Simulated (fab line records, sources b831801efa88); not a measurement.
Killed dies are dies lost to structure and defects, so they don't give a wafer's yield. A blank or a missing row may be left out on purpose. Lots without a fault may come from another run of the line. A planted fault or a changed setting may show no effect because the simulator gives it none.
fab line records | flow sky130
record lots=10 wafers=30 last_day=50
route steps=708 shown VIA3@586 CAP2M@605 PAD_OPEN@708
lots that met no fault: from a run of the same line without faults
start_h: hours from the record's first day to the start of the lot's first wafer shown | wait_h: hours since the lot's step before | " the same as in the row above | L1.1+2: a row that stands for several wafers | - no value, or no start given | * or withheld: withheld | < > ~ a bound
route shown NAME@n: a module of which the file shows steps, and the number in the route of the first | usual: mean/standard deviation of fault-free wafers | same: alike in all rows | chamber/n: place in a boat | sites: the reading at each site | _std_site: their standard deviation | _edge_site: outer sites' mean less inner sites' | radius_mm: how far each site lies from the wafer's centre | mask NAME#n: copy n | behind: the tool/chamber that last shaped the wafer | hold: why the lot was held/for how many hours/how that ended | device: the transistor (n, p or np) that didn't switch | end of line: the same wafers' tests at the end of the route | a step without rows: its recipe alone | killed: dies lost to structure and defects at the first sort, not the wafer's yield | map: a wafer's dies, x killed, . not, _ none there
set.NAME: the setting as run; set.NAME@STEP: as run at that earlier step | model.NAME: the simulator's own value behind a step, which no gauge read
steps of the route over a sample of lots; a table a step, a row a wafer
services: from which hour (start_h, from the record's first day; less than 0 if before it) a tool's chamber was out of use, for how many hours, and why
## steps
# step SKY_VIA3_OVL_MEAS_13
# usual VIA3_OVL=-1/5
# columns lot.wafer tool chamber start_h wait_h VIA3_OVL[nm]
L901.1 overlay-02 - 930.35 0.1 3
L901.2 " - " " -3
L901.6 " - " " -2
L902.1 overlay-01 - 931.55 0.1 -6
L902.2 " - " " -9
L902.6 " - " " -9
L907.1 overlay-01 - 960.90 0.1 -5
L907.4 " - " " 2
L907.6 " - " " -5
L908.2 overlay-02 - 980.45 0.1 -4
L908.4 " - " " -1
L908.5 " - " " -7
L910.2 overlay-01 - 982.38 0.1 1
L910.3 " - " " 7
L910.4 " - " " 4
L916.2 overlay-01 - 1025.73 0.1 7
L916.3 " - " " 2
L916.5 " - " " 4
L918.2 overlay-02 - 1046.25 0.1 -2
L918.3 " - " " -3
L918.6 " - " " -9
L920.1 overlay-01 - 1051.54 0.1 -1
L920.4 " - " " 6
L920.5 " - " " -3
L922.1 overlay-02 - 1065.45 0.1 0
L922.5 " - " " -6
L922.6 " - " " -6
L923.2 overlay-02 - 1070.65 0.1 -4
L923.4 " - " " -2
L923.6 " - " " -5
# step SKY_VIA3_SPUTTER_20
# recipe material=TiN target_thk_nm=20 chamber_pressure_pa=5 power_w=4000 time_s=80
# usual throttle_valve_pct=30.7/1.5
# columns lot.wafer tool chamber start_h wait_h throttle_valve_pct
L901.1 pvd_sputter-01 - 931.13 0.0 32.3
L901.2 " - " " 29.6
L901.6 " - " " 32.6
L902.1 pvd_sputter-01 - 932.31 0.0 30.0
L902.2 " - " " 29.4
L902.6 " - " " 29.3
L907.1 pvd_sputter-02 - 961.63 0.0 28.2
L907.4 " - " " 30.0
L907.6 " - " " 29.6
L908.2 pvd_sputter-01 - 981.20 0.0 32.4
L908.4 " - " " 29.3
L908.5 " - " " 32.0
L910.2 pvd_sputter-02 - 983.15 0.0 28.4
L910.3 " - " " 30.3
L910.4 " - " " 29.6
L916.2 pvd_sputter-02 - 1026.50 0.0 32.4
L916.3 " - " " 29.4
L916.5 " - " " 29.4
L918.2 pvd_sputter-01 - 1046.97 0.0 32.2
L918.3 " - " " 29.6
L918.6 " - " " 32.7
L920.1 pvd_sputter-04 - 1052.28 0.0 31.2
L920.4 " - " " 29.1
L920.5 " - " " 30.9
L922.1 pvd_sputter-01 - 1066.29 0.0 32.3
L922.5 " - " " 32.7
L922.6 " - " " 32.6
L923.2 pvd_sputter-04 - 1071.38 0.0 29.2
L923.4 " - " " 31.0
L923.6 " - " " 31.2
# step SKY_VIA3_CMP_24
# recipe stop_on=SiO2 t_overpolish_s=20 down_force_psi=3.5 platen_rpm=60 target_thk_nm=0 pad_velocity_m_s=0.94248
# usual head_pressure_psi=3.499/0.0072 motor_current_A=11.8/0.99 overpolish_run_s=19.999/0.0094 slurry_filter_dp_kPa=13.51/0.13 time_to_endpoint_s=94/4.6
# columns lot.wafer tool chamber start_h wait_h head_pressure_psi motor_current_A overpolish_run_s slurry_filter_dp_kPa time_to_endpoint_s
L901.1 cmp-01 0 931.49 0.1 3.501 9.6 20.005 13.27 97
L901.2 " 2 " " 3.513 12.5 20.012 13.71 93
L901.6 " 0 " " 3.514 9.6 19.994 13.54 95
L902.2 cmp-01 2 932.68 0.0 3.501 12.5 19.998 13.45 95
L902.1 " 3 " " 3.506 11.2 20.020 13.68 103
L902.6 " 3 " " 3.506 10.5 20.004 13.71 105
L907.4 cmp-02 1 962.09 0.1 3.496 11.7 20.014 13.42 89
L907.1 " 3 " " 3.494 12.9 19.990 13.46 98
L907.6 " 1 " " 3.499 12.5 20.010 13.54 94
L908.2 cmp-02 2 981.78 0.3 3.509 12.1 19.997 13.25 95
L908.4 " 1 " " 3.504 11.4 19.999 13.35 98
L908.5 " 3 " " 3.509 13.2 20.003 13.67 108
L910.2 cmp-02 2 983.56 0.1 3.499 11.7 20.003 13.47 88
L910.3 " 3 " " 3.495 12.5 20.003 13.50 104
L910.4 " 0 " " 3.493 11.0 19.988 13.53 99
L916.2 cmp-01 3 1026.91 0.1 3.482 10.6 20.009 13.41 102
L916.3 " 0 " " 3.493 9.8 19.995 13.59 98
L916.5 " 3 " " 3.497 11.2 19.987 13.60 95
L918.2 cmp-02 2 1047.39 0.1 3.491 12.4 19.998 13.32 89
L918.3 " 3 " " 3.491 12.7 20.000 13.68 98
L918.6 " 2 " " 3.500 11.5 20.004 13.26 87
L920.4 cmp-01 1 1052.64 0.0 3.501 10.9 20.006 13.40 92
L920.1 " 0 " " 3.499 9.7 19.999 13.45 94
L920.5 " 2 " " 3.492 12.6 19.996 13.34 90
L922.1 cmp-02 3 1066.70 0.1 3.494 13.6 19.985 13.25 97
L922.5 " 2 " " 3.499 12.0 20.018 13.41 88
L922.6 " 3 " " 3.489 13.1 19.979 13.52 98
L923.4 cmp-02 0 1071.74 0.0 3.504 12.3 20.013 13.74 91
L923.2 " 1 " " 3.505 12.0 19.991 13.55 89
L923.6 " 1 " " 3.502 12.5 20.000 13.11 87
# step SKY_CAP2M_SPUTTER_02
# recipe material=TiN target_thk_nm=200 temp_c=300 power_w=6500 time_s=166.7 chamber_pressure_pa=0.4
# usual throttle_valve_pct=30.4/1.4
# columns lot.wafer tool chamber start_h wait_h throttle_valve_pct
L901.1 pvd_sputter-02 - 932.04 0.1 29.2
L901.2 " - " " 28.6
L901.6 " - " " 29.8
L902.1 pvd_sputter-02 - 933.21 0.1 29.2
L902.2 " - " " 29.9
L902.6 " - " " 28.4
L907.1 pvd_sputter-02 - 962.58 0.1 29.6
L907.4 " - " " 29.9
L907.6 " - " " 32.2
L908.2 pvd_sputter-02 - 982.32 0.0 30.0
L908.4 " - " " 32.2
L908.5 " - " " 29.5
L910.2 pvd_sputter-02 - 984.04 0.0 28.7
L910.3 " - " " 32.3
L910.4 " - " " 30.2
L916.2 pvd_sputter-03 - 1027.40 0.0 31.7
L916.3 " - " " 29.4
L916.5 " - " " 31.6
L918.2 pvd_sputter-02 - 1047.87 0.0 32.2
L918.3 " - " " 29.5
L918.6 " - " " 28.8
L920.1 pvd_sputter-02 - 1053.18 0.1 32.3
L920.4 " - " " 30.2
L920.5 " - " " 30.3
L922.1 pvd_sputter-01 - 1067.19 0.1 32.5
L922.5 " - " " 32.6
L922.6 " - " " 29.5
L923.2 pvd_sputter-03 - 1072.28 0.0 30.7
L923.4 " - " " 29.5
L923.6 " - " " 28.9
# step SKY_CAP2M_RS_MEAS_03
# recipe thk_meas_gauge=four-point-probe reads=TiN_of_CAP2M_SPUTTER_02
# usual CAP2M_TIN_RS=6.90/0.061
# columns lot.wafer tool chamber start_h wait_h CAP2M_TIN_RS[ohm/sq]
L901.1 film_metro-04 - 932.15 0.1 6.90
L901.2 " - " " 6.87
L901.6 " - " " 6.89
L902.1 film_metro-03 - 933.32 0.1 6.76
L902.2 " - " " 6.83
L902.6 " - " " 6.85
L907.1 film_metro-04 - 962.69 0.1 6.92
L907.4 " - " " 6.96
L907.6 " - " " 6.98
L908.2 film_metro-04 - 982.45 0.1 17.12
L908.4 " - " " 17.10
L908.5 " - " " 17.31
L910.2 film_metro-04 - 984.17 0.1 16.81
L910.3 " - " " 17.10
L910.4 " - " " 16.75
L916.2 film_metro-02 - 1027.53 0.1 6.97
L916.3 " - " " 6.88
L916.5 " - " " 6.95
L918.2 film_metro-02 - 1048.00 0.1 6.96
L918.3 " - " " 6.94
L918.6 " - " " 6.98
L920.1 film_metro-04 - 1053.29 0.1 6.99
L920.4 " - " " 6.94
L920.5 " - " " 6.93
L922.1 film_metro-02 - 1067.30 0.1 6.91
L922.5 " - " " 6.98
L922.6 " - " " 6.89
L923.2 film_metro-03 - 1072.41 0.1 7.05
L923.4 " - " " 6.99
L923.6 " - " " 6.98
# step SKY_CAP2M_THK_MEAS_04
# recipe thk_meas_gauge=xrf reads=TiN_of_CAP2M_SPUTTER_02
# usual CAP2M_TIN_THK=201.7/1.6
# columns lot.wafer tool chamber start_h wait_h CAP2M_TIN_THK[nm]
L901.1 film_metro-04 - 932.27 0.1 201.5
L901.2 " - " " 201.3
L901.6 " - " " 201.3
L902.1 film_metro-03 - 933.44 0.1 205.8
L902.2 " - " " 203.5
L902.6 " - " " 203.0
L907.1 film_metro-04 - 962.81 0.1 202.0
L907.4 " - " " 200.2
L907.6 " - " " 200.5
L908.2 film_metro-04 - 982.56 0.1 84.1
L908.4 " - " " 84.2
L908.5 " - " " 83.0
L910.2 film_metro-04 - 984.28 0.1 85.1
L910.3 " - " " 83.6
L910.4 " - " " 85.0
L916.2 film_metro-02 - 1027.64 0.1 200.3
L916.3 " - " " 203.0
L916.5 " - " " 201.0
L918.2 film_metro-02 - 1048.11 0.1 200.2
L918.3 " - " " 200.7
L918.6 " - " " 200.1
L920.1 film_metro-04 - 1053.41 0.1 199.6
L920.4 " - " " 201.3
L920.5 " - " " 201.6
L922.1 film_metro-02 - 1067.42 0.1 201.7
L922.5 " - " " 199.2
L922.6 " - " " 201.7
L923.2 film_metro-03 - 1072.52 0.1 197.1
L923.4 " - " " 199.1
L923.6 " - " " 200.5
# step SKY_CAP2M_METAL_ETCH_13
# recipe target_depth_nm=220 stop_on=SiO2 chemistry=Cl2/BCl3 target=TiN pressure_mtorr=10 icp_w=900 bias_w=48.5 Cl2_flow_sccm=60 bcl3_flow_sccm=30 time_s=62.9
# usual drypump_motor_current_A=5.9/0.38 oes_product_au=0.942/0.007 throttle_valve_pct=21.902/0.0096
# columns lot.wafer tool chamber start_h wait_h drypump_motor_current_A oes_product_au rf_hours_counter_h throttle_valve_pct
L901.1 rie_metal-03 1 956.16 0.0 5.7 0.940 6 21.891
L901.2 " 0 " " 5.7 0.943 14 21.885
L901.6 " 0 " " 5.7 0.943 - 21.907
L902.1 rie_metal-03 0 957.51 0.0 5.7 0.955 14 21.904
L902.2 " 1 " " 5.7 0.944 6 21.913
L902.6 " 1 " " 5.7 0.938 - 21.892
L907.1 rie_metal-03 1 986.31 0.0 5.7 0.941 8 21.899
L907.4 " 1 " " 5.7 0.934 - 21.899
L907.6 " 0 " " 5.7 0.945 - 21.908
L908.2 rie_metal-03 0 1005.85 0.0 5.8 0.607 17 22.096
L908.4 " 1 " " 5.7 0.607 - 22.104
L908.5 " 0 " " 5.7 0.609 - 22.117
L910.2 rie_metal-01 1 1007.46 0.0 6.1 0.618 8 22.090
L910.3 " 1 " " 6.1 0.615 - 22.112
L910.4 " 0 " " 5.5 0.617 - 22.111
L916.2 rie_metal-01 0 1049.80 0.0 5.5 0.935 13 21.899
L916.3 " 0 " " 5.5 0.950 - 21.888
L916.5 " 1 " " 6.0 0.937 - 21.898
L918.2 rie_metal-01 0 1069.15 0.0 5.5 0.943 14 21.887
L918.3 " 0 " " 5.5 0.932 - 21.915
L918.6 " 0 " " 5.5 0.934 - 21.910
L920.1 rie_metal-03 1 1073.96 0.0 5.7 0.937 13 21.903
L920.4 " 1 " " 5.7 0.929 - 21.880
L920.5 " 1 " " 5.7 0.939 - 21.909
L922.1 rie_metal-01 0 1088.06 0.0 5.5 0.945 16 21.908
L922.5 " 0 " " 5.5 0.936 - 21.911
L922.6 " 1 " " 6.1 0.945 - 21.884
L923.2 rie_metal-03 0 1093.05 0.0 5.8 0.926 23 21.896
L923.4 " 1 " " 5.7 0.934 - 21.914
L923.6 " 0 " " 5.7 0.940 - 21.910
# step SKY_PAD_OPEN_PROBE_99
# usual defect_limited_yield=82.6/2 killed_at_M0_to_M3=43/7.1 killed_at_M4_up=3.0/1.9 killed_at_contacts=24/5 killed_at_front_end=15/4.3 killed_at_other=0.3/0.5 killed_dies=85/9.6 killed_open=46/7.1 killed_short=39/6.8 sort_bin_3_pad_short=0.9/0.42 sort_bin_5_function=10.2/1.4 sort_bin_6_memory=6.3/1.2 sort_n_pass=407/9.6 sort_yield_pct=82.6/2
# same gross_dies=492 killed_at_back_side=0 sort_bin_4_leakage[%]=0 sort_bin_8_speed[%]=0
# columns lot.wafer tool chamber start_h wait_h defect_limited_yield[%] killed_at_M0_to_M3 killed_at_M4_up killed_at_contacts killed_at_front_end killed_at_other killed_dies killed_open killed_short sort_bin_3_pad_short[%] sort_bin_5_function[%] sort_bin_6_memory[%] sort_n_pass sort_yield_pct[%]
L901.1 prober-02 - 1076.81 0.1 78.0 63 5 27 12 1 108 57 51 1.6 10.8 9.6 384 78.0
L901.2 prober-02 - 1076.86 0.1 83.3 41 3 24 14 0 82 44 38 0.4 8.3 7.9 410 83.3
L901.6 prober-02 - 1077.06 0.2 81.9 42 3 31 13 0 89 56 33 0.6 10.4 7.1 403 81.9
L916.2 prober-02 - 1154.73 0.1 81.3 44 2 28 18 0 92 42 50 0.8 11.4 6.5 400 81.3
L916.3 prober-02 - 1154.78 0.2 84.1 40 1 21 16 0 78 39 39 1.0 10.2 4.7 414 84.1
L916.5 prober-02 - 1154.88 0.2 82.5 38 1 35 12 0 86 51 35 1.2 10.0 6.3 406 82.5
L923.2 prober-01 - 1189.54 0.1 82.9 52 0 24 8 0 84 46 38 0.4 11.2 5.5 408 82.9
L923.4 prober-01 - 1189.64 0.2 81.5 36 4 31 20 0 91 49 42 0.6 11.0 6.9 401 81.5
L923.6 prober-01 - 1189.74 0.2 83.7 38 3 29 10 0 80 49 31 0.6 9.8 5.9 412 83.7
# killed by level:class
L901.1 VIA1:geometric_particle:open=18 CONTACT:geometric_particle:open=10 VIA3:geometric_particle:open=9 CONTACT:geometric_particle:short=8 VIA1:geometric_particle:short=8 LI_CONTACT:geometric_particle:open=7 METAL1:geometric_particle:short=7 VIA2:geometric_particle:open=7
L901.2 VIA3:geometric_particle:open=9 METAL2:geometric_particle:short=8 LI_CONTACT:geometric_particle:open=8 VIA1:geometric_particle:open=7 CONTACT:geometric_particle:open=6 CONTACT:geometric_particle:short=6 POLY_GATE:geometric_particle:short=5 VIA2:geometric_particle:open=4
L901.6 CONTACT:geometric_particle:open=15 VIA1:geometric_particle:open=10 LI_CONTACT:geometric_particle:open=6 METAL2:geometric_particle:short=6 VIA3:geometric_particle:open=6 FIELD_ISO:geometric_particle:open=5 CONTACT:geometric_particle:short=5 POLY_GATE:geometric_particle:open=4
L916.2 VIA1:geometric_particle:open=11 LI_CONTACT:geometric_particle:open=8 CONTACT:geometric_particle:open=8 METAL1:geometric_particle:short=8 FIELD_ISO:geometric_particle:short=6 CONTACT:geometric_particle:short=6 LOCAL_INTERCONNECT:geometric_particle:short=5 VIA1:geometric_particle:short=5
L916.3 VIA1:geometric_particle:open=10 LI_CONTACT:geometric_particle:open=9 VIA2:geometric_particle:open=8 CONTACT:geometric_particle:short=6 METAL1:geometric_particle:short=6 FIELD_ISO:geometric_particle:short=5 LOCAL_INTERCONNECT:geometric_particle:short=4 VIA2:geometric_particle:short=4
L916.5 CONTACT:geometric_particle:open=13 VIA1:geometric_particle:open=11 LI_CONTACT:geometric_particle:open=8 LOCAL_INTERCONNECT:geometric_particle:short=7 METAL1:geometric_particle:short=5 POLY_GATE:geometric_particle:short=5 VIA2:geometric_particle:open=5 VIA3:geometric_particle:open=4
L923.2 VIA1:geometric_particle:open=17 CONTACT:geometric_particle:open=11 VIA1:geometric_particle:short=9 METAL1:geometric_particle:short=8 VIA2:geometric_particle:open=6 METAL2:geometric_particle:short=4 CONTACT:geometric_particle:short=3 VIA3:geometric_particle:open=3
L923.4 VIA1:geometric_particle:open=10 CONTACT:geometric_particle:short=9 LI_CONTACT:geometric_particle:open=8 CONTACT:geometric_particle:open=8 VIA3:geometric_particle:open=6 POLY_GATE:geometric_particle:short=6 POLY_GATE:geometric_particle:open=5 LOCAL_INTERCONNECT:geometric_particle:short=5
L923.6 VIA1:geometric_particle:open=14 CONTACT:geometric_particle:open=10 LI_CONTACT:geometric_particle:open=8 LOCAL_INTERCONNECT:geometric_particle:short=6 POLY_GATE:geometric_particle:short=5 METAL2:geometric_particle:short=5 VIA2:geometric_particle:open=5 METAL2:geometric_particle:open=4
## services
# columns tool chamber start_h hours kind
cmp-02 - 912.04 4.0 pm
cmp-02 - 916.04 - consumable_replace:conditioner
cmp-02 - 916.04 - consumable_replace:pad
pvd_sputter-01 - 918.32 6.4 repair
pvd_sputter-04 - 920.92 6.0 repair
rie_metal-03 1 938.17 9.5 repair
pvd_sputter-03 1 952.77 - consumable_replace:kit
pvd_sputter-03 1 952.77 18.0 scheduled_down
pvd_sputter-03 1 952.77 18.0 vent_cycle
pvd_sputter-01 3 974.72 - consumable_replace:kit
pvd_sputter-01 3 974.72 18.0 scheduled_down
pvd_sputter-01 3 974.72 18.0 vent_cycle
rie_metal-03 - 980.54 1.4 pm
cmp-02 - 984.77 1.3 repair
pvd_sputter-01 - 1005.31 12.8 repair
pvd_sputter-02 2 1016.67 - consumable_replace:kit
pvd_sputter-02 2 1016.67 18.0 scheduled_down
pvd_sputter-02 2 1016.67 18.0 vent_cycle
cmp-02 - 1047.81 0.7 repair
pvd_sputter-02 - 1071.34 1.6 repair
pvd_sputter-04 - 1083.81 2.2 repair
cmp-01 - 1084.43 4.0 pm
cmp-01 - 1088.43 - consumable_replace:conditioner
cmp-01 - 1088.43 - consumable_replace:pad
## key
first_sign step=SKY_CAP2M_RS_MEAS_03 reading=CAP2M_TIN_RS direction=up sigmas=99+ usual=6.90 struck=17.03
effect step=SKY_CAP2M_THK_MEAS_04 reading=CAP2M_TIN_THK direction=down sigmas=75 usual=201.7 struck=84.2
effect step=SKY_CAP2M_METAL_ETCH_13 reading=oes_product_au direction=down sigmas=47 usual=0.942 struck=0.612
met_at SKY_CAP2M_SPUTTER_02
struck_lots L908,L910
not_acting_at SKY_VIA3_OVL_MEAS_13,SKY_VIA3_SPUTTER_20,SKY_VIA3_CMP_24
onset_between 962.58 982.32
fault kind=process_parameter_drift tool=pvd_sputter-02 chamber=- onset_h=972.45 steps=SKY_CAP2M_SPUTTER_02 channel=target_thk_nm offset=-117.13 shape=step end_h=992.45 acts_in=these_recipes_only stated=200
